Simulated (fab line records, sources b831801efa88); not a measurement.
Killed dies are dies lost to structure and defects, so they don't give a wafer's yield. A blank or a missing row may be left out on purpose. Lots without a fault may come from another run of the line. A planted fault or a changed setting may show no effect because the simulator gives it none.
fab line records | flow sky130
record lots=6 wafers=18 last_day=49
route steps=708 shown LDD_P@261 LDD_HVN@267 PAD_OPEN@708
lots that met no fault: from a run of the same line without faults
start_h: hours from the record's first day to the start of the lot's first wafer shown | wait_h: hours since the lot's step before | " the same as in the row above | L1.1+2: a row that stands for several wafers | - no value, or no start given | * or withheld: withheld | < > ~ a bound
route shown NAME@n: a module of which the file shows steps, and the number in the route of the first | usual: mean/standard deviation of fault-free wafers | same: alike in all rows | chamber/n: place in a boat | sites: the reading at each site | _std_site: their standard deviation | _edge_site: outer sites' mean less inner sites' | radius_mm: how far each site lies from the wafer's centre | mask NAME#n: copy n | behind: the tool/chamber that last shaped the wafer | hold: why the lot was held/for how many hours/how that ended | device: the transistor (n, p or np) that didn't switch | end of line: the same wafers' tests at the end of the route | a step without rows: its recipe alone | killed: dies lost to structure and defects at the first sort, not the wafer's yield | map: a wafer's dies, x killed, . not, _ none there
set.NAME: the setting as run; set.NAME@STEP: as run at that earlier step | model.NAME: the simulator's own value behind a step, which no gauge read
lots at some steps of the route; a table a step, a row a wafer
## steps
# step SKY_LDD_P_DEVELOP_06
# recipe resist=NOVOLAK developer=TMAH develop_time_s=60 dev_temp_c=23
# step SKY_LDD_P_CD_MEAS_07
# recipe target_cd_nm=380
# usual cd_nm=379.7/3
# columns lot.wafer tool chamber start_h wait_h cd_nm
L562.2 cd_sem-01 - 489.43 0.1 381.2
L562.3 " - " " 380.7
L562.4 " - " " 383.9
L563.1 cd_sem-01 - 489.71 0.1 381.8
L563.3 " - " " 381.3
L563.5 " - " " 382.5
L571.1 cd_sem-01 - 580.16 0.1 383.2
L571.3 " - " " 384.6
L571.4 " - " " 385.9
L575.2 cd_sem-02 - 592.77 0.1 381.0
L575.4 " - " " 383.6
L575.6 " - " " 383.7
L577.2 cd_sem-02 - 601.85 0.1 378.0
L577.5 " - " " 378.1
L577.6 " - " " 377.9
L578.1 cd_sem-01 - 604.90 0.1 381.3
L578.3 " - " " 381.7
L578.6 " - " " 382.5
# step SKY_LDD_P_OVL_MEAS_08
# usual LDD_P_OVL=-0.1/1.3
# columns lot.wafer tool chamber start_h wait_h LDD_P_OVL[nm]
L562.2 overlay-02 - 489.53 0.1 0.3
L562.3 " - " " 0.1
L562.4 " - " " 1.6
L563.1 overlay-01 - 489.83 0.1 -2.2
L563.3 " - " " -0.9
L563.5 " - " " -0.8
L571.1 overlay-01 - 580.28 0.1 0.3
L571.3 " - " " -0.7
L571.4 " - " " 0.7
L575.2 overlay-02 - 592.88 0.1 -0.8
L575.4 " - " " -1.1
L575.6 " - " " -1.7
L577.2 overlay-02 - 601.96 0.1 -0.4
L577.5 " - " " 1.0
L577.6 " - " " 1.8
L578.1 overlay-01 - 605.02 0.1 1.7
L578.3 " - " " 2.4
L578.6 " - " " 1.5
# step SKY_LDD_P_IMPLANT_09
# recipe species=BF2 energy_kev=25 dose_cm2=1e+13 tilt_deg=withheld
# step SKY_LDD_P_STRIP_10
# recipe chemistry=O2/N2 power_w=1400 pressure_mtorr=1500 platen_temp_c=withheld o2_flow_sccm=3000 n2_flow_sccm=300 overash_fraction=0.5
# usual drypump_motor_current_A=5.6/0.35 oes_product_au=0.715/0.0046 strip_time_to_endpoint_s=14.17/0.033
# same overash_fraction=0.5
# columns lot.wafer tool chamber start_h wait_h drypump_motor_current_A oes_product_au rf_hours_counter_h strip_time_to_endpoint_s
L562.2 plasma_asher-03 0 489.71 0.1 5.8 0.716 6 14.13
L562.3 " 1 " " 5.9 0.710 - 14.18
L562.4 " 0 " " 5.8 0.716 - 14.18
L563.1 plasma_asher-04 0 490.01 0.1 4.9 0.715 67 14.12
L563.3 " 1 " " 5.9 0.713 - 14.18
L563.5 " 0 " " 5.0 0.720 - 14.18
L571.1 plasma_asher-01 0 580.46 0.1 5.3 0.719 40 14.16
L571.3 " 1 " " 5.8 0.709 - 14.16
L571.4 " 0 " " 5.3 0.711 - 14.17
L575.2 plasma_asher-04 0 593.06 0.1 5.0 0.713 78 14.16
L575.4 " 1 " " 5.9 0.716 - 14.17
L575.6 " 0 " " 5.0 0.715 - 14.16
L577.2 plasma_asher-03 1 602.14 0.1 6.0 0.718 17 14.21
L577.5 " 1 " " 6.0 0.716 - 14.24
L577.6 " 0 " " 5.8 0.719 - 14.19
L578.1 plasma_asher-04 0 605.21 0.1 5.0 0.713 79 14.17
L578.3 " 1 " " 5.9 0.719 - 14.17
L578.6 " 0 " " 5.0 0.719 - 14.14
# step SKY_LDD_P_TW_MEAS_11
# usual LDD_P_TW=639/4.3
# columns lot.wafer tool chamber start_h wait_h LDD_P_TW
L562.2 film_metro-03 - 489.82 0.1 645
L562.3 " - " " 647
L562.4 " - " " 647
L563.1 film_metro-02 - 490.11 0.1 635
L563.3 " - " " 635
L563.5 " - " " 637
L571.1 film_metro-03 - 580.56 0.1 639
L571.3 " - " " 643
L571.4 " - " " 643
L575.2 film_metro-02 - 593.17 0.1 636
L575.4 " - " " 633
L575.6 " - " " 633
L577.2 film_metro-01 - 602.25 0.1 637
L577.5 " - " " 641
L577.6 " - " " 636
L578.1 film_metro-01 - 605.31 0.1 640
L578.3 " - " " 641
L578.6 " - " " 639
# step SKY_LDD_HVN_DEHYDRATE_00
# recipe temp_c=200 time_s=60
# step SKY_LDD_HVN_HMDS_01
# recipe prime_time_s=60 prime_temp_c=120
# step SKY_LDD_HVN_COAT_02
# recipe resist=NOVOLAK spin_rpm=3000 resist_thk_nm=300
# step SKY_LDD_HVN_SOFTBAKE_03
# recipe temp_c=90 time_s=60 resist=NOVOLAK
# step SKY_LDD_HVN_EXPOSE_04
# recipe mask_id=HVNTM na=0.6 source_shape=conventional sigma_outer=0.6 polarization=unpolarized target_cd_nm=700 dose_mj=127
# step SKY_LDD_HVN_PEB_05
# recipe temp_c=withheld time_s=* resist=NOVOLAK
# step SKY_LDD_HVN_DEVELOP_06
# recipe resist=NOVOLAK developer=TMAH develop_time_s=60 dev_temp_c=23
# usual developer_temp_C=23.00/0.12
# columns lot.wafer tool chamber start_h wait_h developer_temp_C
L562.2 litho_track-03 0 519.71 0.1 22.19
L562.3 " 0 " " 22.37
L562.4 " 0 " " 22.38
L563.1 litho_track-03 0 519.99 0.1 21.83
L563.3 " 0 " " 22.06
L563.5 " 0 " " 22.11
L571.1 litho_track-02 0 609.25 0.1 22.98
L571.3 " 0 " " 23.11
L571.4 " 0 " " 22.96
L575.2 litho_track-03 0 621.96 0.1 22.99
L575.4 " 0 " " 23.11
L575.6 " 0 " " 22.97
L577.2 litho_track-04 0 630.83 0.1 22.89
L577.5 " 0 " " 22.76
L577.6 " 0 " " 22.91
L578.1 litho_track-03 0 634.09 0.1 23.04
L578.3 " 0 " " 23.12
L578.6 " 0 " " 22.99
# step SKY_LDD_HVN_OVL_MEAS_07
# usual LDD_HVN_OVL=-0.9/1.4
# columns lot.wafer tool chamber start_h wait_h LDD_HVN_OVL[nm]
L562.2 overlay-02 - 519.84 0.1 0.3
L562.3 " - " " 0.5
L562.4 " - " " -0.5
L563.1 overlay-02 - 520.14 0.1 3.0
L563.3 " - " " 1.0
L563.5 " - " " 1.9
L571.1 overlay-02 - 609.40 0.1 -2.2
L571.3 " - " " -1.3
L571.4 " - " " -1.8
L575.2 overlay-01 - 622.09 0.1 -3.7
L575.4 " - " " -1.7
L575.6 " - " " -0.2
L577.2 overlay-02 - 630.96 0.1 -1.1
L577.5 " - " " -2.2
L577.6 " - " " -0.6
L578.1 overlay-01 - 634.24 0.1 -1.4
L578.3 " - " " -1.1
L578.6 " - " " -1.5
# step SKY_PAD_OPEN_PROBE_99
# usual killed_at_M0_to_M3=43/6.5 killed_at_M4_up=3.1/1.8 killed_at_contacts=24/4.8 killed_at_front_end=15/4.7 killed_at_other=0.3/0.58 killed_dies=86/8.6 killed_open=47/6.7 killed_short=39/6.1
# same gross_dies=492 killed_at_back_side=0
# columns lot.wafer tool chamber start_h wait_h killed_at_M0_to_M3 killed_at_M4_up killed_at_contacts killed_at_front_end killed_at_other killed_dies killed_open killed_short
L562.2 prober-02 - 1107.11 0.1 36 4 26 16 0 82 37 45
L562.3 prober-02 - 1107.16 0.2 40 3 25 11 1 80 36 44
L562.4 prober-02 - 1107.21 0.2 47 4 24 16 0 91 53 38
L563.1 prober-01 - 1110.28 0.1 36 5 16 13 0 70 38 32
L563.3 prober-01 - 1110.38 0.2 44 8 22 12 0 86 52 34
L563.5 prober-01 - 1110.48 0.2 39 1 19 27 0 86 48 38
L571.1 prober-01 - 1168.70 0.1 43 3 24 10 0 80 44 36
L571.3 prober-01 - 1168.80 0.2 39 3 22 6 2 72 36 36
L571.4 prober-01 - 1168.85 0.2 59 2 23 12 0 96 54 42
L575.2 prober-02 - 1177.05 0.1 40 3 24 10 0 77 43 34
L575.4 prober-02 - 1177.15 0.2 38 2 30 17 0 87 52 35
L575.6 prober-02 - 1177.25 0.2 43 6 25 9 1 84 36 48
L577.2 prober-02 - 1183.77 0.1 44 7 36 11 1 99 61 38
L577.5 prober-02 - 1183.92 0.2 40 5 16 9 0 70 37 33
L577.6 prober-02 - 1183.97 0.2 52 2 22 11 0 87 46 41
L578.1 prober-01 - 1184.97 0.1 52 7 26 20 0 105 50 55
L578.3 prober-01 - 1185.07 0.2 51 2 21 13 0 87 50 37
L578.6 prober-01 - 1185.22 0.2 57 3 27 10 0 97 59 38
# killed by level:class
L562.2 POLY_GATE:geometric_particle:short=7 VIA1:geometric_particle:open=7 CONTACT:geometric_particle:open=6 VIA2:geometric_particle:open=6 LOCAL_INTERCONNECT:geometric_particle:open=5 METAL2:geometric_particle:short=5 FIELD_ISO:geometric_particle:short=4 LI_CONTACT:geometric_particle:open=4
L562.3 METAL1:geometric_particle:short=10 CONTACT:geometric_particle:open=8 VIA1:geometric_particle:open=7 FIELD_ISO:geometric_particle:open=5 LI_CONTACT:geometric_particle:open=5 METAL2:geometric_particle:short=5 LOCAL_INTERCONNECT:geometric_particle:short=5 FIELD_ISO:geometric_particle:short=4
L562.4 VIA1:geometric_particle:open=10 VIA2:geometric_particle:open=10 CONTACT:geometric_particle:open=9 METAL1:geometric_particle:short=8 VIA3:geometric_particle:open=7 CONTACT:geometric_particle:short=6 FIELD_ISO:geometric_particle:open=4 POLY_GATE:geometric_particle:open=4
L563.1 METAL1:geometric_particle:short=7 VIA1:geometric_particle:open=7 VIA2:geometric_particle:open=7 VIA3:geometric_particle:open=7 CONTACT:geometric_particle:open=5 FIELD_ISO:geometric_particle:short=4 CONTACT:geometric_particle:short=4 FIELD_ISO:geometric_particle:open=3
L563.3 LI_CONTACT:geometric_particle:open=9 VIA1:geometric_particle:open=8 VIA3:geometric_particle:open=7 VIA2:geometric_particle:open=6 FIELD_ISO:geometric_particle:open=5 FIELD_ISO:geometric_particle:short=4 METAL2:geometric_particle:open=4 METAL4:geometric_particle:short=4
L563.5 FIELD_ISO:geometric_particle:open=11 VIA1:geometric_particle:open=8 CONTACT:geometric_particle:open=7 METAL2:geometric_particle:short=6 FIELD_ISO:geometric_particle:short=6 LI_CONTACT:geometric_particle:open=6 VIA1:geometric_particle:short=5 VIA2:geometric_particle:open=5
L571.1 VIA1:geometric_particle:open=16 CONTACT:geometric_particle:open=9 VIA1:geometric_particle:short=8 LI_CONTACT:geometric_particle:open=6 POLY_GATE:geometric_particle:short=5 CONTACT:geometric_particle:short=4 METAL2:geometric_particle:short=4 VIA2:geometric_particle:open=4
L571.3 VIA1:geometric_particle:open=9 CONTACT:geometric_particle:open=7 METAL2:geometric_particle:short=6 CONTACT:geometric_particle:short=6 VIA3:geometric_particle:open=6 LI_CONTACT:geometric_particle:open=5 METAL1:geometric_particle:short=5 VIA1:geometric_particle:short=5
L571.4 CONTACT:geometric_particle:open=14 VIA2:geometric_particle:open=12 VIA1:geometric_particle:open=11 VIA1:geometric_particle:short=8 VIA3:geometric_particle:short=6 METAL3:geometric_particle:short=5 VIA3:geometric_particle:open=4 VIA2:geometric_particle:short=4
L575.2 VIA1:geometric_particle:open=16 CONTACT:geometric_particle:open=10 METAL2:geometric_particle:short=7 LOCAL_INTERCONNECT:geometric_particle:short=5 FIELD_ISO:geometric_particle:open=4 CONTACT:geometric_particle:short=4 METAL3:geometric_particle:short=4 VIA3:geometric_particle:open=4
L575.4 LI_CONTACT:geometric_particle:open=10 VIA1:geometric_particle:open=10 POLY_GATE:geometric_particle:open=7 LI_CONTACT:geometric_particle:short=6 CONTACT:geometric_particle:open=6 METAL1:geometric_particle:open=5 VIA2:geometric_particle:open=4 LOCAL_INTERCONNECT:geometric_particle:short=4
L575.6 METAL2:geometric_particle:short=9 CONTACT:geometric_particle:open=8 VIA3:geometric_particle:open=8 METAL1:geometric_particle:short=7 LI_CONTACT:geometric_particle:short=5 METAL4:geometric_particle:short=5 LOCAL_INTERCONNECT:geometric_particle:short=5 VIA1:geometric_particle:open=5
L577.2 VIA2:geometric_particle:open=14 LI_CONTACT:geometric_particle:open=11 CONTACT:geometric_particle:open=10 CONTACT:geometric_particle:short=7 METAL1:geometric_particle:short=6 VIA1:geometric_particle:open=6 VIA3:geometric_particle:open=5 FIELD_ISO:geometric_particle:open=4
L577.5 METAL1:geometric_particle:short=12 VIA1:geometric_particle:open=8 FIELD_ISO:geometric_particle:open=5 CONTACT:geometric_particle:open=5 LOCAL_INTERCONNECT:geometric_particle:short=4 VIA2:geometric_particle:open=4 METAL4:geometric_particle:short=4 LI_CONTACT:geometric_particle:open=3
L577.6 VIA1:geometric_particle:open=12 CONTACT:geometric_particle:open=8 METAL3:geometric_particle:short=6 VIA3:geometric_particle:open=6 LI_CONTACT:geometric_particle:open=5 VIA2:geometric_particle:open=5 CONTACT:geometric_particle:short=4 METAL2:geometric_particle:short=4
L578.1 VIA1:geometric_particle:open=11 POLY_GATE:geometric_particle:short=8 CONTACT:geometric_particle:short=8 LI_CONTACT:geometric_particle:open=7 VIA3:geometric_particle:open=7 VIA1:geometric_particle:short=6 METAL2:geometric_particle:short=6 VIA2:geometric_particle:open=6
L578.3 VIA1:geometric_particle:open=16 VIA2:geometric_particle:open=9 LI_CONTACT:geometric_particle:short=5 CONTACT:geometric_particle:open=5 VIA2:geometric_particle:short=5 VIA3:geometric_particle:open=5 CONTACT:geometric_particle:short=4 VIA1:geometric_particle:short=4
L578.6 VIA3:geometric_particle:open=11 CONTACT:geometric_particle:open=10 VIA1:geometric_particle:open=10 VIA2:geometric_particle:open=9 LI_CONTACT:geometric_particle:open=8 METAL1:geometric_particle:short=7 LOCAL_INTERCONNECT:geometric_particle:short=5 VIA1:geometric_particle:short=5
## key
first_sign step=SKY_LDD_HVN_DEVELOP_06 reading=developer_temp_C direction=down sigmas=6.9 usual=* struck=*
effect none on later readings
met_at SKY_LDD_HVN_DEVELOP_06
struck_wafers L562.2,L562.3,L562.4,L563.1,L563.3,L563.5
tester_left_out L562,L563
fault kind=process_parameter_drift tool=litho_track-03 chamber=- onset_h=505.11 steps=SKY_LDD_HVN_DEVELOP_06 channel=dev_temp_c offset=* shape=step end_h=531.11 acts_in=* stated=*
# tester_left_out: of these lots the tester's yield and bins aren't shown, on N5 and GAA mostly nor the transistor test; their killed dies are dies lost to structure and defects alone, not to doping, threshold or leakage, so they don't give the yield
